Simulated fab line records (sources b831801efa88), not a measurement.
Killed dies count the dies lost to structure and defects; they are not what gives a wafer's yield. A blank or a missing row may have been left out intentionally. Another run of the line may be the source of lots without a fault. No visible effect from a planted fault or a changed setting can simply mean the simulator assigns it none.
What tool caused it? | flow sky130 | 33 wafers from 11 lots sampled at 2 of the route's 708 steps

== WHAT EACH GAUGE READ, for each wafer ==
SKY_LDD_LDN_TW_MEAS_13.
lot  | measured     | on            | LDD_LDN_TW
L979 | day 23 05:25 | film-metro-02 | 1483 1472 1479
L981 | day 23 15:34 | film-metro-02 | 1474 1482 1478
L980 | day 23 22:19 | film-metro-04 | 1490 1488 1489
L982 | day 24 11:20 | film-metro-02 | 1468 1469 1468
L983 | day 25 00:51 | film-metro-01 | 1471 1473 1473
L984 | day 25 01:38 | film-metro-01 | 1470 1476 1473
L985 | day 25 16:16 | film-metro-02 | 1486 1481 1487
L987 | day 26 00:32 | film-metro-04 | 1404 1415 1417
L986 | day 26 00:54 | film-metro-01 | 1420 1411 1413
L988 | day 26 05:05 | film-metro-04 | 1417 1415 1412
L989 | day 26 20:09 | film-metro-04 | 1421 1409 1415

== WHAT TOOL EACH LOT RAN ON (gives the tool, then ch and the chambers of the sampled wafers, and finally the start) ==
lot  | SKY_LDD_LDN_IMPLANT_10
L979 | implanter-04 ch 0, day 23 05:02
L981 | implanter-03 ch 0, day 23 15:12
L980 | implanter-04 ch 0, day 23 18:35
L982 | implanter-03 ch 0, day 24 10:56
L983 | implanter-01 ch 0, day 25 00:27
L984 | implanter-03 ch 0, day 25 01:14
L985 | implanter-04 ch 0, day 25 15:54
L987 | implanter-04 ch 0, day 26 00:08
L986 | implanter-01 ch 0, day 26 00:30
L988 | implanter-04 ch 0, day 26 04:41
L989 | implanter-01 ch 0, day 26 19:45
- SKY_LDD_LDN_IMPLANT_10

== THE ANSWER, worked out from the rows above alone ==
Rule: usual is defined by the lots themselves. Put in order of their means at a reading, lots are off if they are a third of the lots or fewer, leave a main group of 4 or more, and stand apart from it by a gap of 3 or more times the standard deviation of the main group's means; of several such gaps the widest counts. A main group whose means are all the same, to the digits that the tables above print for the reading, isn't used. A lot without any number at a reading at which 4 lots or more have one is off too. Any other lot the step has rows for is counted as sound.
Nothing can be told from this: no lot is off at any reading shown.

== WHAT THE SIMULATOR HAD PUT IN ==
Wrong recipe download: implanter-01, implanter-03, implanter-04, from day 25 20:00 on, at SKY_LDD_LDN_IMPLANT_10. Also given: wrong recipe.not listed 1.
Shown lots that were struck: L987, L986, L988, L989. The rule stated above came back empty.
